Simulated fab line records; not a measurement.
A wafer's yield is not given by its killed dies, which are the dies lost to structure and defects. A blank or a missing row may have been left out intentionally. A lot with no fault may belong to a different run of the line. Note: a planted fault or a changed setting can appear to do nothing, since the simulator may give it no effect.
Which tool is to blame? / flow gf180mcu / 14 lots with 42 wafers sampled at 6 steps, on a route of 602 steps

== WHAT THE GAUGES READ, wafer by wafer ==
GF_NWELL_OVL_MEAS_07. Usual: NWELL_OVL 0.1 nm, standard deviation 1.3.
lot=L216; measured=day 3 16:19; on=overlay-01; NWELL_OVL (nm)=3.9 0.7 -0.5; flag=
lot=L217; measured=day 4 00:05; on=overlay-01; NWELL_OVL (nm)=-0.6 1.2 1.1; flag=
lot=L219; measured=day 4 08:13; on=overlay-01; NWELL_OVL (nm)=-0.4 -1.0 -0.1; flag=
lot=L223; measured=day 5 05:14; on=overlay-01; NWELL_OVL (nm)=-1.1 1.3 -0.4; flag=
lot=L224; measured=day 5 15:52; on=overlay-02; NWELL_OVL (nm)=-2.4 0.5 0.2; flag=
lot=L228; measured=day 6 10:46; on=overlay-02; NWELL_OVL (nm)=0.3 -0.8 0.4; flag=
lot=L229; measured=day 6 15:50; on=overlay-02; NWELL_OVL (nm)=-2.2 -0.4 -2.6; flag=
lot=L230; measured=day 6 16:50; on=overlay-02; NWELL_OVL (nm)=0.7 1.5 -0.9; flag=
lot=L231; measured=day 6 21:04; on=overlay-01; NWELL_OVL (nm)=-0.5 0.5 -0.6; flag=
lot=L233; measured=day 7 08:34; on=overlay-01; NWELL_OVL (nm)=-1.0 1.1 -2.3; flag=
lot=L234; measured=day 7 15:13; on=overlay-01; NWELL_OVL (nm)=-1.1 0.5 -1.6; flag=
lot=L236; measured=day 8 01:43; on=overlay-01; NWELL_OVL (nm)=0.2 1.7 -0.7; flag=
lot=L237; measured=day 8 07:53; on=overlay-02; NWELL_OVL (nm)=0.5 0.2 2.6; flag=
lot=L238; measured=day 8 13:13; on=overlay-02; NWELL_OVL (nm)=0.3 -0.3 0.5; flag=

GF_LVPWELL_TW_MEAS_11. Usual: LVPWELL_TW 559, standard deviation 11.
lot=L216; measured=day 4 06:42; on=filmMetro-02; LVPWELL_TW=565 564 564; flag=
lot=L217; measured=day 4 13:25; on=filmMetro-04; LVPWELL_TW=570 568 568; flag=
lot=L219; measured=day 4 22:50; on=filmMetro-01; LVPWELL_TW=545 542 542; flag=
lot=L223; measured=day 5 20:35; on=filmMetro-04; LVPWELL_TW=30 31 31; flag=OFF
lot=L224; measured=day 6 06:09; on=filmMetro-02; LVPWELL_TW=30 30 30; flag=OFF
lot=L228; measured=day 7 02:18; on=filmMetro-02; LVPWELL_TW=562 562 560; flag=
lot=L229; measured=day 7 07:12; on=filmMetro-01; LVPWELL_TW=547 542 546; flag=
lot=L230; measured=day 7 08:29; on=filmMetro-01; LVPWELL_TW=544 547 544; flag=
lot=L231; measured=day 7 12:56; on=filmMetro-02; LVPWELL_TW=562 560 559; flag=
lot=L233; measured=day 8 01:23; on=filmMetro-04; LVPWELL_TW=572 571 571; flag=
lot=L234; measured=day 8 08:16; on=filmMetro-02; LVPWELL_TW=569 563 563; flag=
lot=L236; measured=day 8 19:19; on=filmMetro-01; LVPWELL_TW=544 544 548; flag=
lot=L237; measured=day 9 01:04; on=filmMetro-02; LVPWELL_TW=558 559 559; flag=
lot=L238; measured=day 9 06:29; on=filmMetro-02; LVPWELL_TW=559 559 559; flag=

GF_VT_IMPLANT_TW_MEAS_10. Usual: VT_IMPLANT_TW 566, standard deviation 5.4.
lot=L216; measured=day 6 01:52; on=filmMetro-04; VT_IMPLANT_TW=573 576 573; flag=
lot=L217; measured=day 6 09:10; on=filmMetro-02; VT_IMPLANT_TW=567 563 567; flag=
lot=L219; measured=day 6 19:13; on=filmMetro-02; VT_IMPLANT_TW=567 567 564; flag=
lot=L223; measured=day 7 19:35; on=filmMetro-02; VT_IMPLANT_TW=563 566 563; flag=
lot=L224; measured=day 8 05:34; on=filmMetro-03; VT_IMPLANT_TW=564 566 563; flag=
lot=L228; measured=day 9 03:52; on=filmMetro-03; VT_IMPLANT_TW=559 563 560; flag=
lot=L229; measured=day 9 08:11; on=filmMetro-02; VT_IMPLANT_TW=559 563 565; flag=
lot=L230; measured=day 9 10:25; on=filmMetro-04; VT_IMPLANT_TW=576 576 576; flag=
lot=L231; measured=day 9 14:40; on=filmMetro-02; VT_IMPLANT_TW=561 562 564; flag=
lot=L233; measured=day 10 04:39; on=filmMetro-03; VT_IMPLANT_TW=561 563 565; flag=
lot=L234; measured=day 10 12:25; on=filmMetro-02; VT_IMPLANT_TW=567 564 568; flag=
lot=L236; measured=day 11 01:51; on=filmMetro-03; VT_IMPLANT_TW=561 562 562; flag=
lot=L237; measured=day 11 07:20; on=filmMetro-04; VT_IMPLANT_TW=574 576 574; flag=
lot=L238; measured=day 11 12:54; on=filmMetro-03; VT_IMPLANT_TW=562 559 559; flag=

GF_DUAL_GATE_OVL_MEAS_11. Usual: DUAL_GATE_OVL -1.0 nm, standard deviation 1.5.
lot=L216; measured=day 8 20:46; on=overlay-01; DUAL_GATE_OVL (nm)=-3.2 -2.7 -3.2; flag=
lot=L217; measured=day 9 04:11; on=overlay-01; DUAL_GATE_OVL (nm)=-0.9 -1.7 -0.8; flag=
lot=L219; measured=day 9 14:25; on=overlay-02; DUAL_GATE_OVL (nm)=-1.2 -2.7 0.0; flag=
lot=L223; measured=day 10 17:56; on=overlay-02; DUAL_GATE_OVL (nm)=-1.2 -0.9 2.1; flag=
lot=L224; measured=day 11 06:02; on=overlay-01; DUAL_GATE_OVL (nm)=-1.5 -3.0 -3.9; flag=
lot=L228; measured=day 12 08:10; on=overlay-01; DUAL_GATE_OVL (nm)=-1.3 0.0 -0.3; flag=
lot=L229; measured=day 12 12:37; on=overlay-01; DUAL_GATE_OVL (nm)=-2.1 0.3 -0.5; flag=
lot=L230; measured=day 12 15:26; on=overlay-02; DUAL_GATE_OVL (nm)=1.7 -0.2 0.3; flag=
lot=L231; measured=day 12 19:49; on=overlay-02; DUAL_GATE_OVL (nm)=0.0 -2.5 -0.2; flag=
lot=L233; measured=day 13 11:29; on=overlay-01; DUAL_GATE_OVL (nm)=-1.9 -4.2 -3.0; flag=
lot=L234; measured=day 13 22:02; on=overlay-01; DUAL_GATE_OVL (nm)=-1.2 -0.9 -1.3; flag=
lot=L236; measured=day 14 10:50; on=overlay-02; DUAL_GATE_OVL (nm)=0.2 0.3 0.2; flag=
lot=L237; measured=day 14 19:14; on=overlay-01; DUAL_GATE_OVL (nm)=-0.5 -2.3 -0.4; flag=
lot=L238; measured=day 14 23:58; on=overlay-01; DUAL_GATE_OVL (nm)=-2.8 -4.4 -2.5; flag=

== EACH LOT AND THE TOOL THAT RAN IT (in order: tool; ch and the chambers of the sampled wafers; start) ==
lot=L216; GF_NWELL_STRIP_10=plasmaAsher-03 ch 0,1, day 3 16:39; GF_LVPWELL_STRIP_10=plasmaAsher-02 ch 0,1, day 4 06:36
lot=L217; GF_NWELL_STRIP_10=plasmaAsher-01 ch 0,1, day 4 00:25; GF_LVPWELL_STRIP_10=plasmaAsher-02 ch 0,1, day 4 13:19
lot=L219; GF_NWELL_STRIP_10=plasmaAsher-03 ch 1, day 4 08:33; GF_LVPWELL_STRIP_10=plasmaAsher-04 ch 1, day 4 22:44
lot=L223; GF_NWELL_STRIP_10=plasmaAsher-02 ch 0,1, day 5 05:36; GF_LVPWELL_STRIP_10=plasmaAsher-02 ch 0,1, day 5 20:29
lot=L224; GF_NWELL_STRIP_10=plasmaAsher-01 ch 0,1, day 5 16:12; GF_LVPWELL_STRIP_10=plasmaAsher-02 ch 0,1, day 6 06:03
lot=L228; GF_NWELL_STRIP_10=plasmaAsher-02 ch 0,1, day 6 11:07; GF_LVPWELL_STRIP_10=plasmaAsher-02 ch 0,1, day 7 02:12
lot=L229; GF_NWELL_STRIP_10=plasmaAsher-02 ch 0,1, day 6 16:11; GF_LVPWELL_STRIP_10=plasmaAsher-02 ch 0,1, day 7 07:07
lot=L230; GF_NWELL_STRIP_10=plasmaAsher-01 ch 1, day 6 17:10; GF_LVPWELL_STRIP_10=plasmaAsher-02 ch 0,1, day 7 08:23
lot=L231; GF_NWELL_STRIP_10=plasmaAsher-01 ch 0,1, day 6 21:24; GF_LVPWELL_STRIP_10=plasmaAsher-01 ch 0,1, day 7 12:50
lot=L233; GF_NWELL_STRIP_10=plasmaAsher-02 ch 0,1, day 7 08:55; GF_LVPWELL_STRIP_10=plasmaAsher-01 ch 0,1, day 8 01:17
lot=L234; GF_NWELL_STRIP_10=plasmaAsher-03 ch 0,1, day 7 15:33; GF_LVPWELL_STRIP_10=plasmaAsher-04 ch 0,1, day 8 08:09
lot=L236; GF_NWELL_STRIP_10=plasmaAsher-02 ch 0,1, day 8 02:03; GF_LVPWELL_STRIP_10=plasmaAsher-04 ch 0,1, day 8 19:13
lot=L237; GF_NWELL_STRIP_10=plasmaAsher-03 ch 0,1, day 8 08:13; GF_LVPWELL_STRIP_10=plasmaAsher-02 ch 0,1, day 9 00:58
lot=L238; GF_NWELL_STRIP_10=plasmaAsher-02 ch 0,1, day 8 13:34; GF_LVPWELL_STRIP_10=plasmaAsher-01 ch 0,1, day 9 06:23
- GF_NWELL_STRIP_10: strips in O2/N2.
- GF_LVPWELL_STRIP_10: strips in O2/N2.

== WHAT THE TOOLS THEMSELVES READ (means of the sampled wafers that have a number; where no wafer has one, the mark that the record gives instead) ==
GF_NWELL_STRIP_10. Usual: chamberPressureMTorr 1500.2 mTorr, standard deviation 1.2; drypumpMotorCurrentA 5.3 A, standard deviation 0.56; heaterPowerW 343 W, standard deviation 20; oesProductAu 0.723 a.u., standard deviation 0.0047; platenTempC 249.99 C, standard deviation 0.18; stripTimeToEndpointS 36.93 s, standard deviation 0.089.
lot=L216; tool=plasmaAsher-03; chamberPressureMTorr (mTorr)=1499.9; drypumpMotorCurrentA (A)=5.7; heaterPowerW (W)=323; oesProductAu (a.u.)=0.722; platenTempC (C)=250.12; stripTimeToEndpointS (s)=36.89; flag=
lot=L217; tool=plasmaAsher-01; chamberPressureMTorr (mTorr)=1500.6; drypumpMotorCurrentA (A)=5.4; heaterPowerW (W)=370; oesProductAu (a.u.)=0.723; platenTempC (C)=250.01; stripTimeToEndpointS (s)=36.92; flag=
lot=L219; tool=plasmaAsher-03; chamberPressureMTorr (mTorr)=1499.4; drypumpMotorCurrentA (A)=5.5; heaterPowerW (W)=331; oesProductAu (a.u.)=0.726; platenTempC (C)=249.95; stripTimeToEndpointS (s)=37.06; flag=
lot=L223; tool=plasmaAsher-02; chamberPressureMTorr (mTorr)=-; drypumpMotorCurrentA (A)=-; heaterPowerW (W)=-; oesProductAu (a.u.)=-; platenTempC (C)=-; stripTimeToEndpointS (s)=-; flag=OFF
lot=L224; tool=plasmaAsher-01; chamberPressureMTorr (mTorr)=-; drypumpMotorCurrentA (A)=-; heaterPowerW (W)=-; oesProductAu (a.u.)=-; platenTempC (C)=-; stripTimeToEndpointS (s)=-; flag=OFF
lot=L228; tool=plasmaAsher-02; chamberPressureMTorr (mTorr)=1499.8; drypumpMotorCurrentA (A)=4.8; heaterPowerW (W)=351; oesProductAu (a.u.)=0.726; platenTempC (C)=250.10; stripTimeToEndpointS (s)=37.09; flag=
lot=L229; tool=plasmaAsher-02; chamberPressureMTorr (mTorr)=1499.8; drypumpMotorCurrentA (A)=4.9; heaterPowerW (W)=358; oesProductAu (a.u.)=0.722; platenTempC (C)=249.94; stripTimeToEndpointS (s)=36.95; flag=
lot=L230; tool=plasmaAsher-01; chamberPressureMTorr (mTorr)=1500.4; drypumpMotorCurrentA (A)=5.1; heaterPowerW (W)=386; oesProductAu (a.u.)=0.727; platenTempC (C)=249.81; stripTimeToEndpointS (s)=36.80; flag=
lot=L231; tool=plasmaAsher-01; chamberPressureMTorr (mTorr)=1500.3; drypumpMotorCurrentA (A)=5.4; heaterPowerW (W)=363; oesProductAu (a.u.)=0.719; platenTempC (C)=249.82; stripTimeToEndpointS (s)=37.01; flag=
lot=L233; tool=plasmaAsher-02; chamberPressureMTorr (mTorr)=1500.6; drypumpMotorCurrentA (A)=4.8; heaterPowerW (W)=345; oesProductAu (a.u.)=0.724; platenTempC (C)=250.09; stripTimeToEndpointS (s)=36.98; flag=
lot=L234; tool=plasmaAsher-03; chamberPressureMTorr (mTorr)=1499.1; drypumpMotorCurrentA (A)=5.7; heaterPowerW (W)=319; oesProductAu (a.u.)=0.720; platenTempC (C)=249.90; stripTimeToEndpointS (s)=36.91; flag=
lot=L236; tool=plasmaAsher-02; chamberPressureMTorr (mTorr)=1499.1; drypumpMotorCurrentA (A)=4.9; heaterPowerW (W)=356; oesProductAu (a.u.)=0.726; platenTempC (C)=249.97; stripTimeToEndpointS (s)=36.93; flag=
lot=L237; tool=plasmaAsher-03; chamberPressureMTorr (mTorr)=1501.5; drypumpMotorCurrentA (A)=6.0; heaterPowerW (W)=313; oesProductAu (a.u.)=0.721; platenTempC (C)=250.19; stripTimeToEndpointS (s)=36.99; flag=
lot=L238; tool=plasmaAsher-02; chamberPressureMTorr (mTorr)=1499.9; drypumpMotorCurrentA (A)=4.9; heaterPowerW (W)=351; oesProductAu (a.u.)=0.721; platenTempC (C)=249.99; stripTimeToEndpointS (s)=37.03; flag=

GF_LVPWELL_STRIP_10. Usual: chamberPressureMTorr 1500.0 mTorr, standard deviation 1.3; drypumpMotorCurrentA 5.4 A, standard deviation 0.62; heaterPowerW 350 W, standard deviation 19; oesProductAu 0.723 a.u., standard deviation 0.0047; platenTempC 250.03 C, standard deviation 0.16; stripTimeToEndpointS 36.92 s, standard deviation 0.095.
lot=L216; tool=plasmaAsher-02; chamberPressureMTorr (mTorr)=1501.0; drypumpMotorCurrentA (A)=4.9; heaterPowerW (W)=352; oesProductAu (a.u.)=0.726; platenTempC (C)=250.07; stripTimeToEndpointS (s)=36.95; flag=
lot=L217; tool=plasmaAsher-02; chamberPressureMTorr (mTorr)=1498.8; drypumpMotorCurrentA (A)=4.8; heaterPowerW (W)=348; oesProductAu (a.u.)=0.721; platenTempC (C)=249.92; stripTimeToEndpointS (s)=36.90; flag=
lot=L219; tool=plasmaAsher-04; chamberPressureMTorr (mTorr)=1500.2; drypumpMotorCurrentA (A)=6.4; heaterPowerW (W)=341; oesProductAu (a.u.)=0.721; platenTempC (C)=250.14; stripTimeToEndpointS (s)=36.90; flag=
lot=L223; tool=plasmaAsher-02; chamberPressureMTorr (mTorr)=1499.1; drypumpMotorCurrentA (A)=4.7; heaterPowerW (W)=355; oesProductAu (a.u.)=0.740; platenTempC (C)=249.98; stripTimeToEndpointS (s)=81.24; flag=OFF
lot=L224; tool=plasmaAsher-02; chamberPressureMTorr (mTorr)=1499.0; drypumpMotorCurrentA (A)=4.8; heaterPowerW (W)=352; oesProductAu (a.u.)=0.739; platenTempC (C)=249.80; stripTimeToEndpointS (s)=81.13; flag=OFF
lot=L228; tool=plasmaAsher-02; chamberPressureMTorr (mTorr)=1500.7; drypumpMotorCurrentA (A)=4.8; heaterPowerW (W)=355; oesProductAu (a.u.)=0.727; platenTempC (C)=250.05; stripTimeToEndpointS (s)=36.92; flag=
lot=L229; tool=plasmaAsher-02; chamberPressureMTorr (mTorr)=1499.1; drypumpMotorCurrentA (A)=4.8; heaterPowerW (W)=349; oesProductAu (a.u.)=0.719; platenTempC (C)=250.16; stripTimeToEndpointS (s)=37.05; flag=
lot=L230; tool=plasmaAsher-02; chamberPressureMTorr (mTorr)=1500.6; drypumpMotorCurrentA (A)=4.8; heaterPowerW (W)=348; oesProductAu (a.u.)=0.725; platenTempC (C)=250.05; stripTimeToEndpointS (s)=36.81; flag=
lot=L231; tool=plasmaAsher-01; chamberPressureMTorr (mTorr)=1500.1; drypumpMotorCurrentA (A)=5.4; heaterPowerW (W)=368; oesProductAu (a.u.)=0.720; platenTempC (C)=250.13; stripTimeToEndpointS (s)=36.99; flag=
lot=L233; tool=plasmaAsher-01; chamberPressureMTorr (mTorr)=1500.7; drypumpMotorCurrentA (A)=5.4; heaterPowerW (W)=369; oesProductAu (a.u.)=0.724; platenTempC (C)=250.04; stripTimeToEndpointS (s)=36.75; flag=
lot=L234; tool=plasmaAsher-04; chamberPressureMTorr (mTorr)=1500.0; drypumpMotorCurrentA (A)=5.8; heaterPowerW (W)=336; oesProductAu (a.u.)=0.719; platenTempC (C)=249.95; stripTimeToEndpointS (s)=37.06; flag=
lot=L236; tool=plasmaAsher-04; chamberPressureMTorr (mTorr)=1499.3; drypumpMotorCurrentA (A)=5.8; heaterPowerW (W)=335; oesProductAu (a.u.)=0.725; platenTempC (C)=249.99; stripTimeToEndpointS (s)=36.84; flag=
lot=L237; tool=plasmaAsher-02; chamberPressureMTorr (mTorr)=1501.2; drypumpMotorCurrentA (A)=4.8; heaterPowerW (W)=348; oesProductAu (a.u.)=0.720; platenTempC (C)=250.24; stripTimeToEndpointS (s)=37.05; flag=
lot=L238; tool=plasmaAsher-01; chamberPressureMTorr (mTorr)=1500.2; drypumpMotorCurrentA (A)=5.4; heaterPowerW (W)=374; oesProductAu (a.u.)=0.724; platenTempC (C)=249.95; stripTimeToEndpointS (s)=36.73; flag=

== THE ANSWER, worked out from the rows above alone ==
Rule: a lot is off if the mean of its wafers that have a number lies more than 3 standard deviations from the usual mean. A lot without any number at a reading at which 4 lots or more have one is off too. All remaining lots with rows at the step are treated as sound. Order of review: gauges by route order, followed by the tools' own readings, for which a lot's mean as printed above is used. The first step at which some lot is off is used, and at that step the reading that is off furthest; a lot without a number counts as furthest.
Off: L223, L224, at GF_LVPWELL_TW_MEAS_11 (LVPWELL_TW).
If a tool, at a process step before that reading, ran all the lots that are off and no sound lot after the first of them, it fits. Not tried: the gauges at GF_LVPWELL_TW_MEAS_11; whatever is off there is also off at GF_NWELL_STRIP_10, on other tools, and gauge error can't account for it. None of those tried fits.

== WHAT THE SIMULATOR PUT IN ==
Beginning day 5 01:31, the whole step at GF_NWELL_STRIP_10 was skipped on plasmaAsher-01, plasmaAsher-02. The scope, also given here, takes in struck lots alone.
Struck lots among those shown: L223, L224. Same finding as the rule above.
